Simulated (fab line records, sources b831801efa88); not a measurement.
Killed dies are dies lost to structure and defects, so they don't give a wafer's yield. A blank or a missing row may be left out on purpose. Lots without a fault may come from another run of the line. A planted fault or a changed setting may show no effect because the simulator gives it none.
fab line records | flow gf180mcu
record lots=5 wafers=15 last_day=33
route steps=602 shown M4@475 V4@476 MIM@503
lots that met no fault: from a run of the same line without faults
start_h: hours from the record's first day to the start of the lot's first wafer shown | wait_h: hours since the lot's step before | " the same as in the row above | L1.1+2: a row that stands for several wafers | - no value, or no start given | * or withheld: withheld | < > ~ a bound
route shown NAME@n: a module of which the file shows steps, and the number in the route of the first | usual: mean/standard deviation of fault-free wafers | same: alike in all rows | chamber/n: place in a boat | sites: the reading at each site | _std_site: their standard deviation | _edge_site: outer sites' mean less inner sites' | radius_mm: how far each site lies from the wafer's centre | mask NAME#n: copy n | behind: the tool/chamber that last shaped the wafer | hold: why the lot was held/for how many hours/how that ended | device: the transistor (n, p or np) that didn't switch | end of line: the same wafers' tests at the end of the route | a step without rows: its recipe alone | killed: dies lost to structure and defects at the first sort, not the wafer's yield | map: a wafer's dies, x killed, . not, _ none there
set.NAME: the setting as run; set.NAME@STEP: as run at that earlier step | model.NAME: the simulator's own value behind a step, which no gauge read
lots at some steps of the route; a table a step, a row a wafer
services: from which hour (start_h, from the record's first day; less than 0 if before it) a tool's chamber was out of use, for how many hours, and why
## steps
# step GF_M4_CLEAN_19
# recipe chemistry=DIW dry=n2_spin
# columns lot.wafer tool chamber start_h wait_h
L074.1+2+3 wet_bench-04 2 534.07 0.0
L080.4+5+6 wet_bench-04 2 586.90 0.0
L081.3+5+6 wet_bench-03 2 595.24 0.0
L082.2+4+5 wet_bench-02 2 605.51 0.0
L093.2+4+6 wet_bench-03 3 689.34 0.0
# step GF_V4_CVD_00
# recipe material=SiO2 target_thk_nm=600 sigma_open_frac=0.3 temp_c=400 time_s=100 sih4_flow_sccm=60 pressure_mtorr=6
# columns lot.wafer tool chamber start_h wait_h
L074.1+2+3 hdpcvd-02 0,2,0 534.16 0.0
L080.4+5+6 hdpcvd-02 0,1,2 587.03 0.0
L081.3+5+6 hdpcvd-01 1,1,2 595.33 0.0
L082.2+4+5 hdpcvd-02 0,1,2 605.60 0.0
L093.2+4+6 hdpcvd-01 0,2,0 689.43 0.0
# step GF_V4_THK_MEAS_01
# recipe reads=SiO2_of_V4_CVD_00
# usual V4_CVD_00_THK=599/5.6
# columns lot.wafer tool chamber start_h wait_h V4_CVD_00_THK[nm]
L074.1 film_metro-04 - 534.27 0.1 598
L074.2 " - " " 595
L074.3 " - " " 595
L080.4 film_metro-04 - 587.09 0.0 603
L080.5 " - " " 604
L080.6 " - " " 597
L081.3 film_metro-02 - 595.42 0.1 608
L081.5 " - " " 608
L081.6 " - " " 602
L082.2 film_metro-03 - 605.68 0.0 595
L082.4 " - " " 591
L082.5 " - " " 594
L093.2 film_metro-04 - 689.51 0.0 606
L093.4 " - " " 592
L093.6 " - " " 602
# step GF_V4_CVD_02
# recipe material=SiO2 target_thk_nm=850 precursor=TEOS temp_c=400 time_s=94.851 rf_w=585.5
# usual heater_power_outer_w=401/69 heater_power_w=676/100
# columns lot.wafer tool chamber start_h wait_h heater_power_outer_w heater_power_w since_wet_clean_h
L074.1 pecvd-02 2 534.33 0.1 412 743 568
L074.2 " 1 " " 391 643 568
L074.3 " 0 " " 283 511 568
L080.4 pecvd-02 2 587.16 0.1 455 802 -
L080.5 " 0 " " 245 451 -
L080.6 " 1 " " 377 620 -
L081.3 pecvd-04 1 595.46 0.0 433 789 213
L081.5 " 0 " " 292 561 -
L081.6 " 2 " " 301 559 -
L082.2 pecvd-03 1 605.73 0.0 493 780 1
L082.4 " 2 " " 377 617 -
L082.5 " 0 " " 388 613 -
L093.2 pecvd-03 1 689.56 0.0 511 816 84
L093.4 " 2 " " 492 770 -
L093.6 " 0 " " 281 495 -
# step GF_V4_THK_MEAS_03
# recipe reads=SiO2_of_V4_CVD_02
# usual V4_CVD_02_THK=846/12
# columns lot.wafer tool chamber start_h wait_h V4_CVD_02_THK[nm]
L074.1 film_metro-03 - 534.40 0.0 853
L074.2 " - " " 844
L074.3 " - " " 836
L080.4 film_metro-02 - 587.22 0.0 865
L080.5 " - " " 859
L080.6 " - " " 855
L081.3 film_metro-04 - 595.55 0.1 832
L081.5 " - " " 855
L081.6 " - " " 861
L082.2 film_metro-02 - 605.81 0.0 834
L082.4 " - " " 858
L082.5 " - " " 850
L093.2 film_metro-02 - 689.64 0.0 821
L093.4 " - " " 851
L093.6 " - " " 852
# step GF_V4_CMP_04
# recipe material=SiO2 down_force_psi=4 platen_rpm=60 pad_velocity_m_s=0.94248
# usual motor_current_A=11.8/1.1 time_to_endpoint_s=76/5.6
# columns lot.wafer tool chamber start_h wait_h motor_current_A time_to_endpoint_s
L074.3 cmp-02 3 534.46 0.0 10.6 65
L074.2 " 1 " " 13.1 71
L074.1 " 2 " " 10.5 75
L080.4 cmp-01 1 587.47 0.2 12.6 82
L080.5 " 0 " " 11.2 86
L080.6 " 1 " " 12.4 79
L081.3 cmp-02 3 595.59 0.0 10.9 67
L081.6 " 3 " " 10.5 80
L081.5 " 0 " " 12.9 81
L082.4 cmp-02 1 605.86 0.0 12.9 77
L082.2 " 0 " " 12.9 77
L082.5 " 1 " " 12.6 76
L093.2 cmp-01 2 689.69 0.0 11.5 69
L093.4 " 3 " " 13.2 79
L093.6 " 2 " " 10.9 80
# step GF_V4_BOW_MEAS_05
# recipe mode=bow
# usual V4_BOW=132/8.3
# columns lot.wafer tool chamber start_h wait_h V4_BOW[um]
L074.1 film_metro-04 - 534.76 0.1 137
L074.2 " - " " 148
L074.3 " - " " 150
L080.4 film_metro-04 - 587.78 0.3 145
L080.5 " - " " 143
L080.6 " - " " 140
L081.3 film_metro-03 - 595.93 0.3 127
L081.5 " - " " 135
L081.6 " - " " 140
L082.2 film_metro-04 - 606.18 0.1 132
L082.4 " - " " 125
L082.5 " - " " 134
L093.2 film_metro-02 - 690.01 0.3 130
L093.4 " - " " 139
L093.6 " - " " 148
# step GF_V4_DEHYDRATE_06
# recipe temp_c=200 time_s=60
# usual chill_plate_temp_C=23.02/0.1 heater_power_total_W=160.38/0.12
# columns lot.wafer tool chamber start_h wait_h chill_plate_temp_C heater_power_total_W
L074.1 litho_track-04 0 545.33 10.6 22.91 160.38
L074.2 " 0 " " 23.05 160.27
L074.3 " 0 " " 23.09 160.51
L080.4 litho_track-02 0 597.47 9.7 23.07 160.53
L080.5 " 0 " " 23.10 160.36
L080.6 " 0 " " 23.21 160.46
L081.3 litho_track-03 0 605.87 9.9 23.17 160.39
L081.5 " 0 " " 23.15 160.48
L081.6 " 0 " " 23.18 160.41
L082.2 litho_track-04 0 615.81 9.6 23.08 160.20
L082.4 " 0 " " 22.87 160.30
L082.5 " 0 " " 22.87 160.40
L093.2 litho_track-03 0 698.69 8.7 22.91 160.45
L093.4 " 0 " " 23.04 160.56
L093.6 " 0 " " 22.94 160.62
# step GF_V4_HMDS_07
# recipe prime_time_s=60 prime_temp_c=120
# usual chill_plate_temp_C=22.99/0.12
# columns lot.wafer tool chamber start_h wait_h chill_plate_temp_C
L074.1 litho_track-04 0 545.48 0.1 23.03
L074.2 " 0 " " 23.07
L074.3 " 0 " " 22.99
L080.4 litho_track-02 0 597.62 0.1 22.99
L080.5 " 0 " " 22.80
L080.6 " 0 " " 22.89
L081.3 litho_track-03 0 606.02 0.1 23.00
L081.5 " 0 " " 23.11
L081.6 " 0 " " 23.06
L082.2 litho_track-04 0 615.96 0.1 22.87
L082.4 " 0 " " 22.97
L082.5 " 0 " " 22.91
L093.2 litho_track-03 0 698.84 0.1 23.06
L093.4 " 0 " " 22.98
L093.6 " 0 " " 23.23
# step GF_V4_COAT_08
# recipe resist=BARC temp_c=withheld time_s=withheld spin_rpm=withheld resist_thk_nm=withheld
# usual chill_plate_temp_C=*
# columns lot.wafer tool chamber start_h wait_h chill_plate_temp_C
L074.1 litho_track-04 0 545.63 0.1 *
L074.2 " 0 " " *
L074.3 " 0 " " *
L080.4 litho_track-02 0 597.77 0.1 *
L080.5 " 0 " " *
L080.6 " 0 " " *
L081.3 litho_track-03 0 606.17 0.1 *
L081.5 " 0 " " *
L081.6 " 0 " " *
L082.2 litho_track-04 0 616.11 0.1 *
L082.4 " 0 " " *
L082.5 " 0 " " *
L093.2 litho_track-03 0 698.99 0.1 *
L093.4 " 0 " " *
L093.6 " 0 " " *
# step GF_V4_COAT_09
# recipe resist=KrF spin_rpm=withheld resist_thk_nm=1000
# usual chill_plate_temp_C=23.00/0.1
# columns lot.wafer tool chamber start_h wait_h chill_plate_temp_C
L074.1 litho_track-04 0 - - 23.05
L074.2 " 0 " " 22.98
L074.3 " 0 " " 22.95
L080.4 litho_track-02 0 - - 22.90
L080.5 " 0 " " 23.06
L080.6 " 0 " " 23.04
L081.3 litho_track-03 0 - - 22.98
L081.5 " 0 " " 22.91
L081.6 " 0 " " 22.87
L082.2 litho_track-04 0 - - 22.91
L082.4 " 0 " " 22.95
L082.5 " 0 " " 23.18
L093.2 litho_track-03 0 - - 22.97
L093.4 " 0 " " 22.99
L093.6 " 0 " " 22.89
# step GF_V4_SOFTBAKE_10
# recipe temp_c=130 time_s=60 resist=KrF
# usual chill_plate_temp_C=22.99/0.1 heater_power_total_W=93.05/0.062
# columns lot.wafer tool chamber start_h wait_h chill_plate_temp_C heater_power_total_W
L074.1 litho_track-04 0 - - 23.07 93.08
L074.2 " 0 " " 23.03 93.09
L074.3 " 0 " " 22.97 93.05
L080.4 litho_track-02 0 - - 23.06 93.08
L080.5 " 0 " " 23.17 92.99
L080.6 " 0 " " 23.06 93.11
L081.3 litho_track-03 0 - - 23.02 93.09
L081.5 " 0 " " 23.08 93.11
L081.6 " 0 " " 23.09 93.07
L082.2 litho_track-04 0 - - 22.93 93.06
L082.4 " 0 " " 22.95 93.01
L082.5 " 0 " " 22.88 93.00
L093.2 litho_track-03 0 - - 22.98 93.16
L093.4 " 0 " " 22.94 93.04
L093.6 " 0 " " 22.91 92.93
# step GF_V4_EXPOSE_11
# recipe mask_id=Via4 target_cd_nm=260 na=0.68 source_shape=conventional sigma_outer=0.6 dose_mj=38
# usual stage_vel_mm_s=500.03/0.25
# columns lot.wafer tool chamber start_h wait_h mask stage_vel_mm_s
L074.1 krf_scanner-01 0 - - Via4#0 499.99
L074.2 " 0 " " Via4#0 500.13
L074.3 " 0 " " Via4#0 500.42
L080.4 krf_scanner-02 0 - - Via4#0 500.09
L080.5 " 0 " " Via4#0 499.37
L080.6 " 0 " " Via4#0 500.05
L081.3 krf_scanner-01 0 - - Via4#0 499.92
L081.5 " 0 " " Via4#0 500.01
L081.6 " 0 " " Via4#0 500.11
L082.2 krf_scanner-01 0 - - Via4#0 500.09
L082.4 " 0 " " Via4#0 500.24
L082.5 " 0 " " Via4#0 500.36
L093.2 krf_scanner-01 0 - - Via4#0 500.28
L093.4 " 0 " " Via4#0 500.35
L093.6 " 0 " " Via4#0 500.15
# step GF_V4_PEB_12
# recipe peb_temp_c=135 peb_time_s=90 resist=KrF
# usual chill_plate_temp_C=22.99/0.11 heater_power_total_W=85.71/0.079
# columns lot.wafer tool chamber start_h wait_h chill_plate_temp_C heater_power_total_W
L074.1 litho_track-03 0 - - 23.05 85.61
L074.2 " 0 " " 23.14 85.68
L074.3 " 0 " " 23.14 85.68
L080.4 litho_track-04 0 - - 23.04 85.83
L080.5 " 0 " " 23.07 85.66
L080.6 " 0 " " 23.00 85.70
L081.3 litho_track-02 0 - - 22.78 85.55
L081.5 " 0 " " 22.82 85.66
L081.6 " 0 " " 22.79 85.81
L082.2 litho_track-04 0 - - 22.82 85.53
L082.4 " 0 " " 23.01 85.68
L082.5 " 0 " " 22.74 85.79
L093.2 litho_track-02 0 - - 22.96 85.72
L093.4 " 0 " " 22.91 85.70
L093.6 " 0 " " 22.93 85.84
# step GF_V4_DEVELOP_13
# recipe develop_time_s=60 resist=KrF dev_temp_c=21
# usual chill_plate_temp_C=22.97/0.11 developer_temp_C=21.02/0.11
# same develop_time_s=60
# columns lot.wafer tool chamber start_h wait_h chill_plate_temp_C developer_temp_C
L074.1 litho_track-03 0 557.12 0.2 22.77 21.16
L074.2 " 0 " " 22.72 20.88
L074.3 " 0 " " 22.92 21.17
L080.4 litho_track-04 0 608.91 0.1 23.02 20.97
L080.5 " 0 " " 22.93 20.98
L080.6 " 0 " " 23.02 20.88
L081.3 litho_track-02 0 616.75 0.1 23.01 21.04
L081.5 " 0 " " 22.93 20.99
L081.6 " 0 " " 23.00 20.98
L082.2 litho_track-04 0 626.61 0.2 22.91 20.91
L082.4 " 0 " " 22.95 21.02
L082.5 " 0 " " 22.76 20.95
L093.2 litho_track-02 0 708.42 0.2 23.05 20.96
L093.4 " 0 " " 23.03 20.90
L093.6 " 0 " " 22.96 21.17
# step GF_V4_CD_MEAS_14
# recipe target_cd_nm=260
# usual cd_nm=260.2/1.3
# columns lot.wafer tool chamber start_h wait_h cd_nm
L074.1 cd_sem-01 - 557.27 0.1 259.7
L074.2 " - " " 260.3
L074.3 " - " " 260.4
L080.4 cd_sem-01 - 609.04 0.1 260.4
L080.5 " - " " 262.0
L080.6 " - " " 260.5
L081.3 cd_sem-01 - 616.89 0.1 258.5
L081.5 " - " " 259.3
L081.6 " - " " 258.8
L082.2 cd_sem-02 - 626.75 0.1 258.6
L082.4 " - " " 257.5
L082.5 " - " " 259.1
L093.2 cd_sem-01 - 708.57 0.1 261.1
L093.4 " - " " 260.3
L093.6 " - " " 261.4
# step GF_V4_OVL_MEAS_15
# usual V4_OVL=0/4.8
# columns lot.wafer tool chamber start_h wait_h V4_OVL[nm]
L074.1 overlay-01 - 557.39 0.1 0
L074.2 " - " " -6
L074.3 " - " " -1
L080.4 overlay-02 - 609.12 0.1 -8
L080.5 " - " " -8
L080.6 " - " " -7
L081.3 overlay-01 - 616.98 0.1 -1
L081.5 " - " " -5
L081.6 " - " " 4
L082.2 overlay-01 - 626.86 0.1 -6
L082.4 " - " " -9
L082.5 " - " " -9
L093.2 overlay-01 - 708.67 0.1 6
L093.4 " - " " 4
L093.6 " - " " -3
# step GF_V4_ETCH_16
# recipe chemistry=N2/H2 target_depth_a=withheld overetch_a=withheld time_s=withheld target=BARC ion_energy_ev=200 source_w=500 bias_w=100 pressure_mtorr=30 n2_flow_sccm=100 h2_flow_sccm=200
# usual drypump_motor_current_A=5.5/0.42 oes_product_au=0.855/0.0048 throttle_valve_pct=13.225/0.01
# columns lot.wafer tool chamber start_h wait_h drypump_motor_current_A oes_product_au throttle_valve_pct
L074.1 rie_diel-02 3 557.42 0.0 5.9 0.853 13.220
L074.2 " 0 " " 5.3 0.853 13.230
L074.3 " 2 " " 5.8 0.856 13.207
L080.4 rie_diel-03 2 609.14 0.0 5.5 0.860 13.209
L080.5 " 2 " " 5.5 0.861 13.237
L080.6 " 1 " " 5.2 0.864 13.227
L081.3 rie_diel-02 3 617.00 0.0 6.0 0.849 13.240
L081.5 " 3 " " 6.0 0.851 13.228
L081.6 " 0 " " 5.3 0.856 13.211
L082.2 rie_diel-02 3 626.89 0.0 6.0 0.863 13.222
L082.4 " 2 " " 5.8 0.865 13.229
L082.5 " 0 " " 5.3 0.855 13.229
L093.2 rie_diel-03 0 708.70 0.0 5.6 0.848 13.223
L093.4 " 1 " " 5.2 0.851 13.224
L093.6 " 1 " " 5.3 0.860 13.223
# step GF_V4_ETCH_17
# recipe chemistry=C4F8/O2/Ar mask_material=KrF target=SiO2 stop_on=TiN source_w=1500 bias_w=1200 pressure_mtorr=40 c4f8_flow_sccm=withheld O2_flow_sccm=6 Ar_flow_sccm=300 time_s=withheld target_depth_a=6300
# usual oes_product_au=0.856/0.0052
# columns lot.wafer tool chamber start_h wait_h oes_product_au
L074.1 rie_diel-02 3 - - 0.861
L074.2 " 0 " " 0.865
L074.3 " 2 " " 0.854
L080.4 rie_diel-03 2 - - 0.856
L080.5 " 2 " " 0.848
L080.6 " 1 " " 0.855
L081.3 rie_diel-02 3 - - 0.865
L081.5 " 3 " " 0.861
L081.6 " 0 " " 0.852
L082.2 rie_diel-02 3 - - 0.862
L082.4 " 2 " " 0.852
L082.5 " 0 " " 0.849
L093.2 rie_diel-03 0 - - 0.860
L093.4 " 1 " " 0.864
L093.6 " 1 " " 0.859
# step GF_V4_STRIP_18
# recipe chemistry=O2/N2 power_w=1400 pressure_mtorr=1500 platen_temp_c=250 o2_flow_sccm=3000 n2_flow_sccm=300 overash_fraction=0.5
# usual drypump_motor_current_A=5.7/0.5 heater_power_w=335/28 o2_flow_sccm=3002/8.7 oes_product_au=0.592/0.0046
# columns lot.wafer tool chamber start_h wait_h drypump_motor_current_A heater_power_w o2_flow_sccm oes_product_au rf_hours_counter_h
L074.1 plasma_asher-03 1 557.55 - 6.2 357 3012 0.590 96
L074.2 " 0 " " 5.1 280 3002 0.587 96
L074.3 " 0 " " 5.2 285 3012 0.590 -
L080.4 plasma_asher-03 1 609.30 - 6.2 351 2999 0.585 -
L080.5 " 0 " " 5.1 281 2997 0.590 -
L080.6 " 1 " " 6.2 349 3002 0.592 -
L081.3 plasma_asher-03 1 617.17 - 6.2 356 2993 0.590 -
L081.5 " 0 " " 5.1 283 3012 0.599 -
L081.6 " 1 " " 6.2 355 3000 0.593 -
L082.2 plasma_asher-03 1 627.02 - 6.2 348 3002 0.587 104
L082.4 " 1 " " 6.2 356 2996 0.592 -
L082.5 " 0 " " 5.1 281 3013 0.587 -
L093.2 plasma_asher-01 1 708.83 - 5.8 334 3009 0.591 91
L093.4 " 0 " " 4.9 371 2998 0.590 -
L093.6 " 0 " " 4.9 373 3006 0.588 -
# step GF_V4_STRIP_19
# recipe chemistry=post_etch_residue_remover time_s=1200 temp_c=72.5
# columns lot.wafer tool chamber start_h wait_h
L074.1+2+3 wet_bench-04 3 557.65 0.1
L080.4+5+6 wet_bench-04 0 609.37 0.0
L081.3+5+6 wet_bench-03 2 617.23 0.0
L082.2+4+5 wet_bench-01 3 627.12 0.1
L093.2+4+6 wet_bench-01 1 708.93 0.1
# step GF_V4_CLEAN_20
# recipe chemistry=DIW dry=n2_spin
# columns lot.wafer tool chamber start_h wait_h
L074.1+2+3 wet_bench-01 0 557.99 0.0
L080.4+5+6 wet_bench-03 1 609.71 0.0
L081.3+5+6 wet_bench-01 3 617.57 0.0
L082.2+4+5 wet_bench-01 2 627.80 0.0
L093.2+4+6 wet_bench-04 2 709.27 0.0
# step GF_V4_SPUTTER_21
# recipe material=Ti target_thk_nm=15 chamber_pressure_pa=5 power_w=2500 substrate_temp_c=200 time_s=80.02
# usual throttle_valve_pct=30.1/0.85
# columns lot.wafer tool chamber start_h wait_h throttle_valve_pct
L074.1 pvd_sputter-03 - 558.08 0.0 30.1
L074.2 " - " " 29.0
L074.3 " - " " 31.7
L080.4 pvd_sputter-04 - 609.83 0.0 30.0
L080.5 " - " " 30.8
L080.6 " - " " 29.5
L081.3 pvd_sputter-03 - 617.76 0.0 30.4
L081.5 " - " " 29.5
L081.6 " - " " 29.1
L082.2 pvd_sputter-04 - 627.98 0.0 29.7
L082.4 " - " " 30.6
L082.5 " - " " 29.7
L093.2 pvd_sputter-02 - 709.37 0.0 29.5
L093.4 " - " " 28.9
L093.6 " - " " 30.7
# step GF_V4_SPUTTER_22
# recipe material=TiN target_thk_nm=10 chamber_pressure_pa=5 power_w=4000 time_s=40
# usual throttle_valve_pct=30.1/0.81
# columns lot.wafer tool chamber start_h wait_h throttle_valve_pct
L074.1 pvd_sputter-03 - 558.15 0.0 30.0
L074.2 " - " " 29.2
L074.3 " - " " 31.7
L080.4 pvd_sputter-04 - 609.88 0.0 29.6
L080.5 " - " " 31.0
L080.6 " - " " 29.5
L081.3 pvd_sputter-03 - 617.82 0.0 30.0
L081.5 " - " " 29.4
L081.6 " - " " 29.4
L082.2 pvd_sputter-04 - 628.04 0.0 29.6
L082.4 " - " " 30.8
L082.5 " - " " 30.0
L093.2 pvd_sputter-02 - 709.43 0.0 29.5
L093.4 " - " " 29.1
L093.6 " - " " 30.6
# step GF_V4_CVD_23
# recipe material=W target_thk_nm=350 time_s=104.9 temp_c=400 pressure_torr=40
# usual heater_power_outer_w=553/78 heater_power_w=873/88
# columns lot.wafer tool chamber start_h wait_h heater_power_outer_w heater_power_w since_wet_clean_h
L074.1 cvd_w-02 0 558.18 0.0 663 979 154
L074.2 " 0 " " 651 984 -
L074.3 " 0 " " 644 971 -
L080.4 cvd_w-02 1 609.94 0.0 507 868 -
L080.5 " 1 " " 499 878 -
L080.6 " 0 " " 654 945 -
L081.3 cvd_w-02 0 617.89 0.1 658 954 -
L081.5 " 0 " " 662 977 -
L081.6 " 1 " " 504 862 -
L082.2 cvd_w-02 1 628.08 0.0 495 867 224
L082.4 " 1 " " 488 838 -
L082.5 " 0 " " 671 997 -
L093.2 cvd_w-01 0 709.47 0.0 550 877 805
L093.4 " 1 " " 460 726 -
L093.6 " 0 " " 552 894 -
# step GF_V4_RS_MEAS_24
# recipe thk_meas_gauge=four-point-probe reads=W_of_V4_CVD_23+TiN_of_V4_SPUTTER_22+Ti_of_V4_SPUTTER_21
# usual V4_W_RS=0.327/0.0039
# columns lot.wafer tool chamber start_h wait_h V4_W_RS[ohm/sq]
L074.1 film_metro-04 - 558.41 0.2 0.324
L074.2 " - " " 0.326
L074.3 " - " " 0.325
L080.4 film_metro-02 - 610.07 0.1 0.332
L080.5 " - " " 0.332
L080.6 " - " " 0.325
L081.3 film_metro-04 - 618.01 0.1 0.330
L081.5 " - " " 0.328
L081.6 " - " " 0.335
L082.2 film_metro-02 - 628.22 0.1 0.333
L082.4 " - " " 0.335
L082.5 " - " " 0.325
L093.2 film_metro-03 - 709.61 0.1 0.331
L093.4 " - " " 0.326
L093.6 " - " " 0.330
# step GF_V4_THK_MEAS_25
# recipe thk_meas_gauge=xrf reads=W_of_V4_CVD_23
# usual V4_W_THK=353/4.5
# columns lot.wafer tool chamber start_h wait_h V4_W_THK[nm]
L074.1 film_metro-04 - 558.53 0.1 353
L074.2 " - " " 351
L074.3 " - " " 351
L080.4 film_metro-02 - 610.16 0.1 349
L080.5 " - " " 350
L080.6 " - " " 359
L081.3 film_metro-04 - 618.11 0.1 347
L081.5 " - " " 349
L081.6 " - " " 341
L082.2 film_metro-02 - 628.33 0.1 347
L082.4 " - " " 346
L082.5 " - " " 357
L093.2 film_metro-03 - 709.72 0.1 349
L093.4 " - " " 353
L093.6 " - " " 351
# step GF_V4_CMP_26
# recipe stop_on=SiO2 down_force_psi=3.5 platen_rpm=60 t_overpolish_s=15 target_thk_nm=0 pad_velocity_m_s=0.94248
# usual motor_current_A=10.8/1 overpolish_run_s=15.000/0.0097 time_to_endpoint_s=83/3.6
# columns lot.wafer tool chamber start_h wait_h motor_current_A overpolish_run_s time_to_endpoint_s
L074.3 cmp-02 2 558.59 0.0 8.8 15.010 84
L074.2 " 3 " " 9.8 14.976 79
L074.1 " 1 " " 11.7 15.012 84
L080.4 cmp-02 2 610.24 0.1 9.3 14.989 83
L080.6 " 1 " " 12.1 15.015 78
L080.5 " 2 " " 9.5 14.992 81
L081.3 cmp-02 0 618.20 0.1 11.9 15.002 85
L081.6 " 3 " " 9.5 15.003 79
L081.5 " 0 " " 11.5 14.992 88
L082.4 cmp-01 2 628.58 0.2 10.1 14.994 87
L082.2 " 0 " " 10.6 15.007 84
L082.5 " 1 " " 11.8 14.996 79
L093.2 cmp-01 0 709.82 0.1 10.1 14.998 83
L093.4 " 1 " " 12.4 15.007 74
L093.6 " 0 " " 10.5 15.001 81
# step GF_MIM_SPUTTER_00
# recipe material=Ti target_thk_nm=37.5 arriving_ion_energy_ev=80 substrate_temp_c=200 chamber_pressure_pa=2 power_w=4000 time_s=150
# usual throttle_valve_pct=30.5/1.1
# columns lot.wafer tool chamber start_h wait_h throttle_valve_pct
L074.1 pvd_sputter-01 - 558.89 0.1 30.0
L074.2 " - " " 29.7
L074.3 " - " " 31.6
L080.4 pvd_sputter-03 - 610.49 0.2 30.1
L080.5 " - " " 29.6
L080.6 " - " " 30.3
L081.3 pvd_sputter-04 - 618.45 0.2 29.3
L081.5 " - " " 30.9
L081.6 " - " " 30.7
L082.2 pvd_sputter-03 - 628.83 0.1 29.5
L082.4 " - " " 29.4
L082.5 " - " " 30.6
L093.2 pvd_sputter-04 - 710.07 0.2 29.0
L093.4 " - " " 31.3
L093.6 " - " " 29.4
# step GF_MIM_SPUTTER_01
# recipe material=TiN target_thk_nm=30 power_w=6566 time_s=25 chamber_pressure_pa=0.4
# usual throttle_valve_pct=30.5/1.1
# columns lot.wafer tool chamber start_h wait_h throttle_valve_pct
L074.1 pvd_sputter-01 - 558.99 0.1 29.9
L074.2 " - " " 29.6
L074.3 " - " " 31.5
L080.4 pvd_sputter-03 - 610.59 0.1 30.1
L080.5 " - " " 29.7
L080.6 " - " " 30.2
L081.3 pvd_sputter-04 - 618.55 0.1 28.9
L081.5 " - " " 30.7
L081.6 " - " " 30.6
L082.2 pvd_sputter-03 - 628.93 0.1 29.6
L082.4 " - " " 29.4
L082.5 " - " " 30.1
L093.2 pvd_sputter-04 - 710.17 0.1 29.2
L093.4 " - " " 31.1
L093.6 " - " " 29.0
# step GF_MIM_SPUTTER_02
# recipe material=AlCu target_thk_nm=450 power_w=10600 time_s=23.9 chamber_pressure_pa=0.4
# usual throttle_valve_pct=30.5/1.1
# columns lot.wafer tool chamber start_h wait_h throttle_valve_pct
L074.1 pvd_sputter-01 - 559.02 0.0 30.2
L074.2 " - " " 29.7
L074.3 " - " " 31.8
L080.4 pvd_sputter-03 - 610.62 0.0 30.2
L080.5 " - " " 29.5
L080.6 " - " " 30.2
L081.3 pvd_sputter-04 - 618.58 0.0 29.2
L081.5 " - " " 31.0
L081.6 " - " " 31.1
L082.2 pvd_sputter-03 - 628.96 0.0 29.5
L082.4 " - " " 29.2
L082.5 " - " " 30.3
L093.2 pvd_sputter-04 - 710.20 0.0 29.4
L093.4 " - " " 31.0
L093.6 " - " " 29.3
# step GF_MIM_SPUTTER_03
# recipe material=Ti target_thk_nm=10 substrate_temp_c=300 chamber_pressure_pa=0.3 power_w=3000 time_s=6.7
# usual throttle_valve_pct=30.5/1.1
# columns lot.wafer tool chamber start_h wait_h throttle_valve_pct
L074.1 pvd_sputter-01 - 559.05 0.0 30.4
L074.2 " - " " 29.6
L074.3 " - " " 31.8
L080.4 pvd_sputter-03 - 610.65 0.0 30.1
L080.5 " - " " 29.2
L080.6 " - " " 30.3
L081.3 pvd_sputter-04 - 618.61 0.0 29.2
L081.5 " - " " 30.9
L081.6 " - " " 30.8
L082.2 pvd_sputter-03 - 628.99 0.0 29.4
L082.4 " - " " 29.3
L082.5 " - " " 30.1
L093.2 pvd_sputter-04 - 710.23 0.0 29.3
L093.4 " - " " 30.9
L093.6 " - " " 29.3
# step GF_MIM_SPUTTER_04
# recipe material=TiN target_thk_nm=50 power_w=6500 time_s=41.7 chamber_pressure_pa=0.4
# usual throttle_valve_pct=30.5/1.1
# columns lot.wafer tool chamber start_h wait_h throttle_valve_pct
L074.1 pvd_sputter-01 - 559.07 0.0 30.2
L074.2 " - " " 30.0
L074.3 " - " " 31.8
L080.4 pvd_sputter-03 - 610.67 0.0 30.3
L080.5 " - " " 29.9
L080.6 " - " " 30.0
L081.3 pvd_sputter-04 - 618.63 0.0 29.2
L081.5 " - " " 30.9
L081.6 " - " " 30.9
L082.2 pvd_sputter-03 - 629.02 0.0 29.6
L082.4 " - " " 29.2
L082.5 " - " " 30.2
L093.2 pvd_sputter-04 - 710.25 0.0 29.2
L093.4 " - " " 31.1
L093.6 " - " " 29.4
## services
# columns tool chamber start_h hours kind
cvd_w-02 - 522.50 0.9 repair
rie_diel-03 3 535.83 4.2 repair
krf_scanner-01 - 550.66 1.0 pm
cvd_w-02 1 553.61 9.6 repair
rie_diel-02 0 560.25 5.1 repair
krf_scanner-01 - 567.09 1.3 pm
rie_diel-02 1 571.56 2.8 repair
cmp-02 - 572.55 4.0 pm
pvd_sputter-04 - 577.63 2.6 repair
cmp-01 - 579.75 1.1 repair
cmp-02 - 580.83 12.1 pm
krf_scanner-01 - 583.30 4.4 pm
krf_scanner-01 - 592.04 0.3 repair
krf_scanner-01 - 642.02 2.7 repair
cmp-01 - 642.06 2.1 repair
rie_diel-02 0 642.35 2.6 repair
plasma_asher-03 - 652.37 0.5 repair
krf_scanner-01 - 661.45 0.8 pm
wet_bench-04 - 662.96 6.3 repair
cmp-02 - 688.54 10.0 pm
rie_diel-02 - 688.78 2.4 repair
rie_diel-02 2 705.56 12.9 repair
cmp-02 - 707.75 0.5 repair
pvd_sputter-01 - 709.74 7.9 repair
## key
fault none
